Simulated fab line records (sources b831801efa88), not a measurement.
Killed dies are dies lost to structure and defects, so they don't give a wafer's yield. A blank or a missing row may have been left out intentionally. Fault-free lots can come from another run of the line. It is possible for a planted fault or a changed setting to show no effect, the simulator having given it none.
fab line records ; flow sky130
record lots=15; wafers=45; last_day=51
route steps=708 shown VT_ADJUST_PCH@150 RES_PROTECT@215 POLY_GATE@225
lots with no fault: from the same line, run without faults
start_h: the number of hours between the record's first day and the start of the first shown wafer of the lot ; wait_h: time in hours since the lot's previous step ; " unchanged from the row above ; L1.1+2: a single row standing in for several wafers ; - no value present, or no start provided ; * or withheld: withheld ; < > ~ a bound
route shown NAME@n: NAME is a module with steps in the file, n the number in the route of the first one ; usual: mean and standard deviation over wafers with no fault ; same: alike in all rows ; chamber/n: place in a boat ; sites: readings site by site ; _std_site: the standard deviation of these ; _edge_site: outer sites' mean less inner sites' ; radius_mm: how far each site lies from the wafer's centre ; mask NAME#n: copy n ; behind: tool/chamber where the wafer was last shaped ; hold: what put the lot on hold/how long, in hours/how the hold closed ; device: which transistor (n, p or np) failed to switch ; end of line: at the end of the route, the tests of the same wafers ; a step with no rows: only its recipe ; killed: the dies lost at the first sort to structure and to defects; this is not the yield of the wafer ; map: a wafer's dies, x killed, . not, _ none there
set.NAME: the run value of the setting; set.NAME@STEP: its run value at that earlier step ; model.NAME: the simulator's own value behind a step, which no gauge read
a sample of lots followed through the steps of the route, with each step as a table and each wafer as a row
services: when a tool's chamber went out of use (start_h, in hours from the record's first day, below 0 if earlier), for how many hours, and the reason
## steps
# step SKY_VT_ADJUST_PCH_OVL_MEAS_07
# usual VT_ADJUST_PCH_OVL=-0.6/1.6
lot.wafer;tool;chamber;start_h;wait_h;VT_ADJUST_PCH_OVL[nm]
L429.1;overlay-02;-;231.69;-;2.7
L429.2;overlay-02;-;231.69;-;2.0
L429.3;overlay-02;-;231.69;-;3.1
L430.3;overlay-01;-;237.36;-;-2.9
L430.5;overlay-01;-;237.36;-;-1.6
L430.6;overlay-01;-;237.36;-;-1.7
L431.2;overlay-02;-;245.80;-;1.5
L431.4;overlay-02;-;245.80;-;-1.0
L431.5;overlay-02;-;245.80;-;2.2
L434.1;overlay-02;-;266.56;-;-1.3
L434.2;overlay-02;-;266.56;-;0.4
L434.5;overlay-02;-;266.56;-;0.5
L436.1;overlay-02;-;278.41;-;2.2
L436.3;overlay-02;-;278.41;-;1.8
L436.4;overlay-02;-;278.41;-;1.0
L437.1;overlay-02;-;294.35;-;1.2
L437.2;overlay-02;-;294.35;-;0.9
L437.4;overlay-02;-;294.35;-;2.0
L440.2;overlay-01;-;308.36;-;-0.6
L440.4;overlay-01;-;308.36;-;-3.0
L440.5;overlay-01;-;308.36;-;-0.1
L441.2;overlay-02;-;314.66;-;2.1
L441.4;overlay-02;-;314.66;-;2.0
L441.5;overlay-02;-;314.66;-;1.1
L447.3;overlay-01;-;365.67;-;-1.2
L447.5;overlay-01;-;365.67;-;-1.8
L447.6;overlay-01;-;365.67;-;-0.5
L446.1;overlay-01;-;366.89;-;-1.4
L446.2;overlay-01;-;366.89;-;-3.5
L446.4;overlay-01;-;366.89;-;-4.1
L448.1;overlay-01;-;372.34;-;-1.3
L448.5;overlay-01;-;372.34;-;0.3
L448.6;overlay-01;-;372.34;-;-2.2
L449.1;overlay-01;-;382.25;-;-0.4
L449.2;overlay-01;-;382.25;-;-1.4
L449.6;overlay-01;-;382.25;-;-2.2
L451.1;overlay-02;-;398.79;-;-2.3
L451.3;overlay-02;-;398.79;-;-2.1
L451.4;overlay-02;-;398.79;-;-1.7
L450.1;overlay-02;-;399.25;-;-1.0
L450.2;overlay-02;-;399.25;-;-0.7
L450.4;overlay-02;-;399.25;-;-2.0
L452.1;overlay-01;-;415.05;-;0.0
L452.5;overlay-01;-;415.05;-;-0.2
L452.6;overlay-01;-;415.05;-;-0.7
# step SKY_RES_PROTECT_TW_MEAS_08
# usual POLY_GATE_TW=4029/25
lot.wafer;tool;chamber;start_h;wait_h;POLY_GATE_TW
L429.1;film_metro-02;-;344.95;0.1;4031
L429.2;film_metro-02;-;344.95;0.1;4032
L429.3;film_metro-02;-;344.95;0.1;4043
L430.3;film_metro-02;-;352.62;0.1;4048
L430.5;film_metro-02;-;352.62;0.1;4034
L430.6;film_metro-02;-;352.62;0.1;4044
L431.2;film_metro-02;-;359.40;0.1;4034
L431.4;film_metro-02;-;359.40;0.1;4027
L431.5;film_metro-02;-;359.40;0.1;4061
L434.1;film_metro-03;-;392.00;0.1;4042
L434.2;film_metro-03;-;392.00;0.1;4052
L434.5;film_metro-03;-;392.00;0.1;4028
L436.1;film_metro-02;-;402.00;0.1;4013
L436.3;film_metro-02;-;402.00;0.1;3994
L436.4;film_metro-02;-;402.00;0.1;4031
L437.1;film_metro-02;-;418.80;0.1;4021
L437.2;film_metro-02;-;418.80;0.1;4031
L437.4;film_metro-02;-;418.80;0.1;4022
L440.2;film_metro-02;-;434.05;0.1;4054
L440.4;film_metro-02;-;434.05;0.1;4028
L440.5;film_metro-02;-;434.05;0.1;4034
L441.2;film_metro-02;-;441.56;0.1;4050
L441.4;film_metro-02;-;441.56;0.1;4039
L441.5;film_metro-02;-;441.56;0.1;4036
L447.3;film_metro-02;-;499.66;0.1;4016
L447.5;film_metro-02;-;499.66;0.1;4014
L447.6;film_metro-02;-;499.66;0.1;4002
L446.1;film_metro-04;-;500.94;0.1;3997
L446.2;film_metro-04;-;500.94;0.1;3984
L446.4;film_metro-04;-;500.94;0.1;4010
L448.1;film_metro-04;-;507.54;0.1;4013
L448.5;film_metro-04;-;507.54;0.1;4014
L448.6;film_metro-04;-;507.54;0.1;3994
L449.1;film_metro-02;-;516.89;0.1;4065
L449.2;film_metro-02;-;516.89;0.1;4057
L449.6;film_metro-02;-;516.89;0.1;4049
L451.1;film_metro-04;-;531.55;0.1;3982
L451.3;film_metro-04;-;531.55;0.1;3983
L451.4;film_metro-04;-;531.55;0.1;3963
L450.1;film_metro-04;-;535.51;0.1;3994
L450.2;film_metro-04;-;535.51;0.1;3988
L450.4;film_metro-04;-;535.51;0.1;3991
L452.1;film_metro-03;-;551.84;0.1;4061
L452.5;film_metro-03;-;551.84;0.1;4060
L452.6;film_metro-03;-;551.84;0.1;4064
# step SKY_POLY_GATE_PEB_11
# recipe peb_temp_c=withheld; peb_time_s=withheld; resist=KrF-thick
# usual chill_plate_temp_C=*; exhaust_pa=45.1/0.91
lot.wafer;tool;chamber;start_h;wait_h;chill_plate_temp_C;exhaust_pa
L429.1;litho_track-02;0;372;-;*;44.6
L429.2;litho_track-02;0;372;-;*;46.1
L429.3;litho_track-02;0;373;-;*;46.3
L430.3;litho_track-04;0;382;-;*;45.3
L430.5;litho_track-04;0;382;-;*;45.8
L430.6;litho_track-04;0;382;-;*;45.0
L431.2;litho_track-03;0;391;-;*;45.3
L431.4;litho_track-03;0;391;-;*;44.6
L431.5;litho_track-03;0;391;-;*;45.8
L434.1;litho_track-03;0;426;-;*;46.3
L434.2;litho_track-03;0;426;-;*;45.9
L434.5;litho_track-03;0;426;-;*;46.2
L436.1;litho_track-04;0;433;-;*;45.4
L436.3;litho_track-04;0;433;-;*;45.9
L436.4;litho_track-04;0;434;-;*;44.2
L437.1;litho_track-03;0;451;-;*;45.1
L437.2;litho_track-03;0;451;-;*;45.2
L437.4;litho_track-03;0;451;-;*;45.6
L440.2;litho_track-04;0;468;-;*;44.5
L440.4;litho_track-04;0;469;-;*;45.2
L440.5;litho_track-04;0;469;-;*;44.6
L441.2;litho_track-03;0;474;-;*;47.5
L441.4;litho_track-03;0;474;-;*;46.2
L441.5;litho_track-03;0;474;-;*;47.0
L447.3;litho_track-04;-;531;-;-;-
L447.5;litho_track-04;-;531;-;-;-
L447.6;litho_track-04;-;531;-;-;-
L446.1;litho_track-04;-;534;-;-;-
L446.2;litho_track-04;-;534;-;-;-
L446.4;litho_track-04;-;534;-;-;-
L448.1;litho_track-04;-;540;-;-;-
L448.5;litho_track-04;-;540;-;-;-
L448.6;litho_track-04;-;540;-;-;-
L449.1;litho_track-03;0;548;-;*;44.1
L449.2;litho_track-03;0;548;-;*;45.2
L449.6;litho_track-03;0;548;-;*;43.8
L451.1;litho_track-02;0;563;-;*;45.8
L451.3;litho_track-02;0;563;-;*;45.9
L451.4;litho_track-02;0;563;-;*;45.6
L450.1;litho_track-04;0;566;-;*;45.9
L450.2;litho_track-04;0;566;-;*;45.1
L450.4;litho_track-04;0;567;-;*;45.5
L452.1;litho_track-04;0;583;-;*;45.2
L452.5;litho_track-04;0;583;-;*;45.3
L452.6;litho_track-04;0;583;-;*;45.9
# step SKY_POLY_GATE_CD_MEAS_13
# recipe target_cd_nm=150
# usual cd_nm=150.2/1.5
lot.wafer;tool;chamber;start_h;wait_h;cd_nm
L429.1;cd_sem-01;-;373.29;-;151.1
L429.2;cd_sem-01;-;373.29;-;151.1
L429.3;cd_sem-01;-;373.29;-;151.7
L430.3;cd_sem-02;-;382.99;-;149.1
L430.5;cd_sem-02;-;382.99;-;149.7
L430.6;cd_sem-02;-;382.99;-;148.9
L431.2;cd_sem-02;-;391.58;-;148.3
L431.4;cd_sem-02;-;391.58;-;149.1
L431.5;cd_sem-02;-;391.58;-;147.1
L434.1;cd_sem-01;-;426.66;-;151.6
L434.2;cd_sem-01;-;426.66;-;151.9
L434.5;cd_sem-01;-;426.66;-;152.2
L436.1;cd_sem-02;-;434.25;-;148.5
L436.3;cd_sem-02;-;434.25;-;147.7
L436.4;cd_sem-02;-;434.25;-;149.2
L437.1;cd_sem-02;-;451.41;-;152.5
L437.2;cd_sem-02;-;451.41;-;151.6
L437.4;cd_sem-02;-;451.41;-;150.0
L440.2;cd_sem-01;-;469.27;-;150.9
L440.4;cd_sem-01;-;469.27;-;150.5
L440.5;cd_sem-01;-;469.27;-;150.2
L441.2;cd_sem-01;-;474.58;-;148.5
L441.4;cd_sem-01;-;474.58;-;147.9
L441.5;cd_sem-01;-;474.58;-;148.4
L447.3;cd_sem-02;-;532.19;-;-
L447.5;cd_sem-02;-;532.19;-;-
L447.6;cd_sem-02;-;532.19;-;-
L446.1;cd_sem-01;-;534.60;-;-
L446.2;cd_sem-01;-;534.60;-;-
L446.4;cd_sem-01;-;534.60;-;-
L448.1;cd_sem-02;-;540.80;-;-
L448.5;cd_sem-02;-;540.80;-;-
L448.6;cd_sem-02;-;540.80;-;-
L449.1;cd_sem-01;-;549.01;-;150.7
L449.2;cd_sem-01;-;549.01;-;151.1
L449.6;cd_sem-01;-;549.01;-;150.0
L451.1;cd_sem-01;-;563.89;-;148.3
L451.3;cd_sem-01;-;563.89;-;148.2
L451.4;cd_sem-01;-;563.89;-;149.8
L450.1;cd_sem-01;-;567.30;-;147.9
L450.2;cd_sem-01;-;567.30;-;147.7
L450.4;cd_sem-01;-;567.30;-;149.3
L452.1;cd_sem-01;-;583.40;-;151.0
L452.5;cd_sem-01;-;583.40;-;152.0
L452.6;cd_sem-01;-;583.40;-;150.9
## services
tool;chamber;start_h;hours;kind
litho_track-02;-;366.11;-;consumable_replace:filter
## key
first_sign step=SKY_POLY_GATE_PEB_11; reading=tool_record; direction=missing
effect none on later readings
met_at SKY_POLY_GATE_PEB_11
struck_lots L446,L447,L448
later_rows_left_out L446.1,L446.2,L446.4,L447.3,L447.5,L447.6,L448.1,L448.5,L448.6
sort_left_out L446.1,L446.2,L446.4,L447.3,L447.5,L447.6,L448.1,L448.5,L448.6
tester_left_out L446,L447,L448
not_acting_at SKY_VT_ADJUST_PCH_OVL_MEAS_07,SKY_RES_PROTECT_TW_MEAS_08,SKY_POLY_GATE_CD_MEAS_13
onset_between 468 531
fault kind=skipped_step_whole; tool=litho_track-04; chamber=-; onset_h=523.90; steps=SKY_POLY_GATE_PEB_11; scope=struck_lots_only
# tester_left_out: of these lots the tester's yield and bins aren't shown, on N5 and GAA mostly nor the transistor test; their killed dies are dies lost to structure and defects alone, not to doping, threshold or leakage, so they don't give the yield
# sort_left_out: the simulated sort isn't trusted on such a fault, so these wafers' sort isn't shown, and their yield isn't known
# later_rows_left_out: the simulator's readings of these wafers behind a module that went badly wrong aren't trusted and aren't shown, but for the sort
